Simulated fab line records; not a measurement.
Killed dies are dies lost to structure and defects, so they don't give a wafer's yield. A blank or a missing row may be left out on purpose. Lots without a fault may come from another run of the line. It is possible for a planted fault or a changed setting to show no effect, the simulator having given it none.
Comparing a struck lot with a sound one | flow sfq line | 26 out of 325 route steps
Sound: these wafers, L946.4, L946.5, L946.6. Wafers struck: L951.1, L951.2, L951.4. The cause is named last.
Order at every step that has rows: each side's tool, ch and its chambers, its first start. Under that, the readings that differ: sound wafers | struck wafers | difference of the means | sigmas: that difference in standard deviations of wafers without a fault.
alike: same words and numbers on both sides, and readings whose means sit less than 2 such deviations apart. not compared: any withheld reading, any reading some wafer has no value for, any bound like >300 that may hide the same value, and any number with overlapping values for which the record gives no deviation.
Wherever a step has rows on one side only, a row that says differs or no value, or a row with sigmas, the two part there. Numbers that have no deviation but don't overlap get no sigmas and don't part them. A reading that every wafer of one side lacks parts them only if that side has two wafers or more.

SFQ_L0_RS_MEAS_901: measurement is done with a four-point probe.
  sound on film metro-02, day 2 13:37; struck on film metro-04, day 3 14:34
  alike: L0_MONX_KI_RS
SFQ_L0_THK_MEAS_902: measures by xrf.
  sound on film metro-02, day 2 13:43; struck on film metro-04, day 3 14:41
  alike: L0_MONX_KI_THK
then, 6 steps without rows for these wafers: SFQ_TRILAYER_L0_LITHO_COAT_010 (resist thk 62 nm); SFQ_TRILAYER_L0_LITHO_COAT_005 (resist thk 600 nm); SFQ_TRILAYER_L0_LITHO_SOFTBAKE_009; SFQ_TRILAYER_L0_LITHO_EXPOSE_006 (exposes mask L0, target cd 2000 nm); SFQ_TRILAYER_L0_LITHO_PEB_008 (peb time 60 s); SFQ_TRILAYER_L0_LITHO_DEVELOP_007 (time 60 s).
-- the record jumps here: 2 days lie between the struck wafers' starts before and after --
SFQ_TRILAYER_L0_BARC_OPEN_METAL_ETCH_010: etches BARC in O2, target depth 125 nm, time 41.7 s.
  sound on rie metal-03 ch 0,1, day 4 08:52; struck on rie metal-03 ch 0,1, day 5 18:26
  alike: drypump motor current A, oes product au
  not compared: rf hours counter h
SFQ_TRILAYER_L0_ETCH_METAL_ETCH_008: etches MoNx KI in SF6/O2, stops on SiO2, target depth 50 nm, time 25 s.
  sound on rie metal-03 ch 0,1, day 4 08:55; struck on rie metal-03 ch 0,1, day 5 18:30
  alike: drypump motor current A, oes product au
  not compared: rf hours counter h
SFQ_TRILAYER_L0_STRIP_STRIP_009: strips in O2.
  sound on rie metal-03 ch 0,1, day 4 09:09; struck on rie metal-03 ch 0,1, day 5 18:33
  alike: drypump motor current A, oes product au
  not compared: rf hours counter h
then, 1 step without rows for these wafers: SFQ_TRILAYER_L0_STRIP_SOLV_CLEAN_010 (cleans in NMP, time 600 s).
SFQ_TRILAYER_L0_CAP_PECVD_011: deposits SiO2 from SiH4/N2O, time 13.333 s, target thk 60 nm.
  sound on pecvd-02 ch 0,1,2, day 4 09:44; struck on pecvd-02 ch 0,1, day 5 19:41
  alike: heater power w, throttle valve pct
then, 6 steps without rows for these wafers: SFQ_TRILAYER_L0_VIA_LITHO_COAT_018 (resist thk 62 nm); SFQ_TRILAYER_L0_VIA_LITHO_COAT_013 (resist thk 650 nm); SFQ_TRILAYER_L0_VIA_LITHO_SOFTBAKE_017; SFQ_TRILAYER_L0_VIA_LITHO_EXPOSE_014 (exposes mask L0V, target cd 700 nm); SFQ_TRILAYER_L0_VIA_LITHO_PEB_016 (peb time 60 s); SFQ_TRILAYER_L0_VIA_LITHO_DEVELOP_015 (time 60 s).
-- the record jumps here: 2 days lie between the struck wafers' starts before and after --
SFQ_L0V_OVL_MEAS_903:
  sound on overlay-02, day 6 10:04; struck on overlay-02, day 8 00:59
  alike: L0V_OVL
SFQ_TRILAYER_L0_VIA_BARC_OPEN_VIA_ETCH_021: etches BARC in O2, target depth 125 nm, time 41.7 s.
  sound on rie diel-02 ch 2,3, day 6 10:05; struck on rie diel-04 ch 0,1,3, day 8 01:01
  alike: drypump motor current A, oes product au
  not compared: rf hours counter h
SFQ_TRILAYER_L0_VIA_ETCH_VIA_ETCH_016: etches SiO2 in CHF3, stops on MoNx KI, target depth 80 nm.
  sound on rie diel-02 ch 2,3, day 6 10:07; struck on rie diel-04 ch 0,1,3, day 8 01:03
  reading                         | sound             | struck            | difference | sigmas
  oes product au (a.u.)           | 0.845 0.858 0.841 | 0.992 0.969 1.026 | +0.148     | +18
  model.L0V.feature depth nm (nm) | 61.11 60.81 59.7  | 79.59 76.22 82.32 | +18.84     |
  model.etch.depth nm (nm)        | 61.11 60.81 59.7  | 79.59 76.22 82.32 | +18.84     |
  alike: drypump motor current A
then, 2 steps without rows for these wafers: SFQ_TRILAYER_L0_VIA_STRIP_STRIP_017 (strips in O2); SFQ_TRILAYER_L0_VIA_STRIP_SOLV_CLEAN_018 (cleans in NMP, time 600 s).
SFQ_TRILAYER_M0_DEP_PRE_CLEAN_020: time 15 s.
  sound on pvd sputter-03, day 6 11:07; struck on pvd sputter-03, day 8 02:41
  reading                                             | sound            | struck            | difference | sigmas
  model.SiO2_of_TRILAYER_L0_CAP_PECVD_011.thk nm (nm) | 56.11 55.81 54.7 | 112.8 114.6 117.9 | +59.6      |
SFQ_TRILAYER_M0_DEP_SPUTTER_019: material Nb, target thk 200 nm, time 133.3 s.
  sound on pvd sputter-03, day 6 11:08; struck on pvd sputter-03, day 8 02:43
  alike: base pressure pa, throttle valve pct

## WHERE THEY PART
Only at SFQ_TRILAYER_L0_VIA_ETCH_VIA_ETCH_016, within this record. Later steps at which nothing parts them and some readings are alike: SFQ_TRILAYER_M0_DEP_SPUTTER_019.

WHY: what had been put in by the simulator
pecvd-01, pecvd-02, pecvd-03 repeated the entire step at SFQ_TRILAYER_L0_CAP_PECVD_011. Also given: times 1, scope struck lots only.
